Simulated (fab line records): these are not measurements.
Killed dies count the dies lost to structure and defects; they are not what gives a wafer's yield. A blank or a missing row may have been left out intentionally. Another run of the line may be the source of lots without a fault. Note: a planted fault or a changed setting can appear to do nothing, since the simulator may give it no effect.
Which of the tools did it? -- flow gf180mcu -- 36 wafers from 13 lots sampled at 5 of the route's 602 steps

## WHAT EACH GAUGE READ, for each wafer
GF_M3_RS_MEAS_05: measurement is done with a four-point probe. Usual: M3_ALCU_RS typically reads 0.0700 ohm/sq, with standard deviation 0.0008.
lot,measured,on,M3_ALCU_RS (ohm/sq),flag
L530,day 20 22:47,filmMetro-03,0.0690 0.0689 0.0694,
L532,day 21 22:04,filmMetro-04,0.0713 0.0701 0.0716,
L533,day 22 04:15,filmMetro-02,0.0695 0.0696 0.0689,
L535,day 23 14:23,filmMetro-02,0.0714 0.0696 0.0702,
L537,day 23 16:49,filmMetro-03,0.0697 0.0693 0.0701,
L539,day 24 16:40,filmMetro-02,0.0697 0.0702,
L544,day 26 01:29,filmMetro-02,0.0706 0.0685,
L545,day 26 08:22,filmMetro-03,0.0691 0.0695,
L547,day 26 22:20,filmMetro-03,0.0701 0.0700 0.0708,
L548,day 27 00:52,filmMetro-03,0.0699 0.0694 0.0702,
L549,day 27 10:26,filmMetro-03,0.0707 0.0707 0.0715,
L551,day 28 00:59,filmMetro-03,0.0698 0.0701 0.0688,
L552,day 28 04:13,filmMetro-04,0.0691 0.0685 0.0694,

GF_M3_CD_MEAS_14: target cd 280 nm. Usual: 279.5 nm for cdNm, sd 1.2.
lot,measured,on,cdNm (nm),flag
L530,day 21 22:10,cdSem-01,281.8 282.0 281.9,
L532,day 22 21:38,cdSem-02,280.7 279.8 281.1,
L533,day 23 03:10,cdSem-01,278.6 278.8 278.6,
L535,day 24 13:16,cdSem-01,279.1 279.3 279.1,
L537,day 24 15:26,cdSem-01,278.4 278.8 279.9,
L539,day 25 13:41,cdSem-02,215.5 281.0,OFF
L544,day 26 22:21,cdSem-01,278.6 213.6,OFF
L545,day 27 05:31,cdSem-01,212.5 278.0,OFF
L547,day 27 18:35,cdSem-02,278.6 279.3 278.2,
L548,day 27 21:06,cdSem-01,279.0 278.7 278.0,
L549,day 28 05:40,cdSem-02,280.9 278.8 279.8,
L551,day 28 20:34,cdSem-02,280.8 281.5 280.5,
L552,day 28 22:26,cdSem-01,278.5 277.8 278.9,

## WHAT TOOL EACH LOT RAN ON (gives the tool, then ch and the chambers of the sampled wafers, and finally the start)
lot,GF_V2_CMP_04,GF_V2_ETCH_16,GF_M3_EXPOSE_11
L530,"cmp-01 ch 0,1,2, day 19 20:30","rieDiel-01 ch 0,1,2, day 20 21:11","krfScanner-02 ch 0, day 21 10:49"
L532,"cmp-01 ch 0,1,3, day 20 18:58","rieDiel-01 ch 1,2,3, day 21 20:14","krfScanner-01 ch 0, day 22 09:54"
L533,"cmp-01 ch 1,2, day 21 02:24","rieDiel-03 ch 0,1,2, day 22 02:34","krfScanner-01 ch 0, day 22 15:47"
L535,"cmp-01 ch 1,2,3, day 22 13:10","rieDiel-02 ch 1,2,3, day 23 12:23","krfScanner-02 ch 0, day 24 02:03"
L537,"cmp-01 ch 0,2, day 22 15:31","rieDiel-01 ch 1,3, day 23 15:10","krfScanner-01 ch 0, day 24 04:18"
L539,"cmp-02 ch 0,1, day 23 16:35","rieDiel-03 ch 1,3, day 24 15:02","krfScanner-02 ch 0, day 25 03:25"
L544,"cmp-02 ch 2,3, day 25 01:49","rieDiel-01 ch 0, day 25 23:53","krfScanner-02 ch 0, day 26 12:27"
L545,"cmp-01 ch 1,3, day 25 08:01","rieDiel-03 ch 0,1, day 26 06:47","krfScanner-02 ch 0, day 26 18:42"
L547,"cmp-02 ch 0,1,2, day 25 22:41","rieDiel-01 ch 1,2,3, day 26 20:23","krfScanner-01 ch 0, day 27 08:55"
L548,"cmp-01 ch 1,2, day 26 01:51","rieDiel-03 ch 0,1, day 26 23:16","krfScanner-01 ch 0, day 27 11:19"
L549,"cmp-02 ch 0,1,3, day 26 12:15","rieDiel-01 ch 1,2, day 27 08:49","krfScanner-01 ch 0, day 27 20:04"
L551,"cmp-01 ch 1,2,3, day 27 02:56","rieDiel-03 ch 1,2,3, day 27 23:24","krfScanner-01 ch 0, day 28 11:20"
L552,"cmp-02 ch 0,2, day 27 06:56","rieDiel-03 ch 0,3, day 28 02:36","krfScanner-01 ch 0, day 28 13:32"
- GF_V2_CMP_04: polishes SiO2.
- GF_V2_ETCH_16: etches BARC in N2/H2.
- GF_M3_EXPOSE_11: exposes mask Metal3, target cd 280 nm.

## AS READ BY THE TOOLS THEMSELVES (means over the sampled wafers that have a number; for cases with no such wafer, the mark the record gives instead)
GF_V2_CMP_04. Usual: edgeZonePressureFrac 1.000, standard deviation 0.0047; motorCurrentA 11.5 A, standard deviation 0.76; slurryFlowMlMin 150.0, standard deviation 0.43; timeToEndpointS 79 s, standard deviation 5.4.
lot,tool,edgeZonePressureFrac,motorCurrentA (A),slurryFlowMlMin,timeToEndpointS (s),flag
L530,cmp-01,1.000,11.4,150.2,79,
L532,cmp-01,0.997,11.9,150.0,79,
L533,cmp-01,1.009,11.1,149.9,85,
L535,cmp-01,1.003,11.9,150.1,79,
L537,cmp-01,1.000,12.2,150.1,73,
L539,cmp-02,0.995,11.6,150.1,74,
L544,cmp-02,0.998,10.9,149.9,77,
L545,cmp-01,1.000,11.4,150.1,82,
L547,cmp-02,1.001,11.3,150.1,78,
L548,cmp-01,0.999,11.4,150.0,79,
L549,cmp-02,1.003,10.9,150.3,72,
L551,cmp-01,1.000,11.3,149.9,76,
L552,cmp-02,0.997,11.2,150.2,71,

GF_V2_ETCH_16. Usual: drypumpMotorCurrentA 5.7 A, standard deviation 0.32; oesProductAu 0.855 a.u., standard deviation 0.0048; throttleValvePct 13.224 %, standard deviation 0.0084.
lot,tool,drypumpMotorCurrentA (A),oesProductAu (a.u.),throttleValvePct (%),flag
L530,rieDiel-01,5.5,0.854,13.226,
L532,rieDiel-01,5.6,0.853,13.220,
L533,rieDiel-03,5.6,0.857,13.228,
L535,rieDiel-02,5.4,0.854,13.225,
L537,rieDiel-01,5.8,0.856,13.216,
L539,rieDiel-03,6.0,0.853,13.223,
L544,rieDiel-01,5.3,0.861,13.219,
L545,rieDiel-03,5.5,0.859,13.223,
L547,rieDiel-01,5.7,0.854,13.233,
L548,rieDiel-03,5.5,0.852,13.227,
L549,rieDiel-01,5.6,0.850,13.230,
L551,rieDiel-03,5.9,0.856,13.224,
L552,rieDiel-03,5.7,0.857,13.230,

## THE ANSWER, worked out from the rows above alone
Rule: lot off if the mean of its wafers having a number is beyond 3 standard deviations from the usual mean. Also off: a lot with no number at a reading for which 4 or more lots have one. All remaining lots with rows at the step are treated as sound. The gauges are gone through in route order, then the tools' own readings, and for those a lot's mean is taken as printed above. At the first step where some lot is off, the reading lying furthest off is the one used; lots without a number count as furthest.
Off: L539, L544, L545, at GF_M3_CD_MEAS_14 (cdNm).
A tool fits if, at a process step before that reading, it ran every lot that is off, and no sound lot after the first of them. The gauges at GF_M3_CD_MEAS_14 are tried like those tools. One candidate fits, namely krfScanner-02 at GF_M3_EXPOSE_11. Its last sound lot is L535 (day 24 02:03), its first lot that is off L539 (day 25 03:25): a fault that began between those two fits.

## WHAT THE SIMULATOR PUT IN
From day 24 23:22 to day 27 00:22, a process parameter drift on krfScanner-02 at GF_M3_EXPOSE_11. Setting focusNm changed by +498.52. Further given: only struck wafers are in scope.
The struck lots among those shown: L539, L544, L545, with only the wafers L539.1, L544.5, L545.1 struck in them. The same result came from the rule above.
